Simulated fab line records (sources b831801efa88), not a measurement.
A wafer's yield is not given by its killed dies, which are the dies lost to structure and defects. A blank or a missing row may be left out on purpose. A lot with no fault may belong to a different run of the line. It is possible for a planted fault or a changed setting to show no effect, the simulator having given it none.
Struck lot and sound lot, side by side ; flow sky130 ; 26 steps out of a route of 708
Sound: these wafers, L317.1, L317.3, L317.6. Wafers L299.2, L299.4, L299.6 were the ones struck. The cause is named last.
For every step that has rows: the tool of each side, followed by ch and its chambers, followed by its first start. Under that, the readings that differ: sound wafers ; struck wafers ; difference of the means ; sigmas: that difference in standard deviations of wafers without a fault.
alike: readings with means less than 2 such deviations apart, plus words and numbers identical on both sides. not compared: withheld readings, readings lacking a value on some wafer, bounds such as >300 that could conceal the same value, and numbers that have no deviation in the record and whose values overlap.
The two part at a step that has a row with sigmas, a row that says differs or no value, or rows on one side only. Non-overlapping numbers with no deviation appear without sigmas and do not part them. Lack of a reading on every wafer of one side parts them only where that side has two or more wafers.

first, 10 steps without rows for these wafers: SKY_CONTACT_ETCH_18 (etches Si3N4 in CHF3/O2, stops on TiN, time 39 s, target depth 75 nm); SKY_CONTACT_STRIP_19 (strips in O2/N2); SKY_CONTACT_STRIP_20 (strips in post etch residue remover, time 1200 s); SKY_CONTACT_CLEAN_21 (cleans in IPA, time 180 s); SKY_CONTACT_CLEAN_22 (cleans in O3/DIW); SKY_CONTACT_SPUTTER_23 (material TiN, target thk 20 nm, time 80 s); SKY_CONTACT_CVD_24 (deposits W, target thk 340 nm, time 102.12 s); SKY_CONTACT_CMP_27 (polishes, stops on SiO2, t overpolish 15 s, target thk 0 nm); SKY_METAL1_SPUTTER_00 (material Ti, target thk 15 nm, time 10 s); SKY_METAL1_SPUTTER_01 (material TiN, target thk 20 nm, time 16.7 s).
SKY_METAL1_SPUTTER_02: material AlCu, target thk 250 nm, time 13.3 s.
  sound: pvdSputter-01 at day 38 23:26; struck: pvdSputter-03 at day 33 14:07
reading;sound;struck;difference;sigmas
cathodeDcPowerW (W);10600 10600 10600;11036 11036 11038;+437;+99 or more
model.AlCu_of_METAL1_SPUTTER_02.thkNm (nm);251.1 247.8 246.7;255.2 264.1 260.7;+11.5;
  alike: throttleValvePct
then, 12 steps without rows for these wafers: SKY_METAL1_SPUTTER_03 (material Ti, target thk 5 nm, time 3.3 s); SKY_METAL1_SPUTTER_04 (material TiN, target thk 70 nm, time 58.3 s); SKY_METAL1_DEHYDRATE_07 (time 60 s); SKY_METAL1_HMDS_08 (prime time 60 s); SKY_METAL1_COAT_09 (resist thk 60 nm); SKY_METAL1_COAT_10 (resist thk 450 nm); SKY_METAL1_SOFTBAKE_11 (time 90 s); SKY_METAL1_EXPOSE_12 (exposes mask MM1, target cd 140 nm); SKY_METAL1_PEB_13; SKY_METAL1_DEVELOP_14 (develop time 60 s); SKY_METAL1_DESCUM_17 (chemistry O2, time 8 s); SKY_METAL1_ETCH_18 (etches BARC in N2/H2, stops on SiO2, time 45.9 s, target depth 60 nm).
SKY_METAL1_METAL_ETCH_19: etches the open film in Cl2/BCl3, stops on SiO2, target depth 360 nm, time 78 s.
  sound on rieMetal-03 ch 0,1, day 40 00:24; struck on rieMetal-03 ch 0,1, day 34 16:14
  alike: bcl3FlowSccm, biasW, drypumpMotorCurrentA, oesProductAu, rfFwdPowerW, throttleValvePct
  not compared: rfHoursCounterH, model.etch.depthNm, model.METAL1.featureDepthNm
then, 1 step without rows for these wafers: SKY_METAL1_STRIP_20 (strips in O2/N2).
-- the record jumps here: 13 days lie between the struck wafers' starts before and after (it left off in module METAL1 and takes up again in module PAD_OPEN, whose first step shown is number 708 of the route) --
SKY_PAD_OPEN_PROBE_99:
  sound: prober-02 at day 50 22:26; struck: prober-02 at day 47 06:17
reading;sound;struck;difference;sigmas
model.etest.met1.lineOhmUm;0.9182 0.908 0.898;0.8839 0.8682 0.8697;-0.0341;
model.etest.met1.rsOhmSq;0.128 0.1284 0.1294;0.1265 0.1216 0.1232;-0.0048;
  alike: defectLimitedYield, killed_at_M0_to_M3, killed_at_M4_up, killedAtContacts, killedAtFrontEnd, killedAtOther, killedDies, killedOpen, killedShort

== WHERE THEY PART ==
Only at SKY_METAL1_SPUTTER_02, within this record. Later steps at which nothing parts them and some readings are alike: SKY_METAL1_METAL_ETCH_19, SKY_PAD_OPEN_PROBE_99.

WHY: whatever the simulator had introduced
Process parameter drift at SKY_METAL1_SPUTTER_02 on pvdSputter-03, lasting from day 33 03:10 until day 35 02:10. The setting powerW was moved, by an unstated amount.
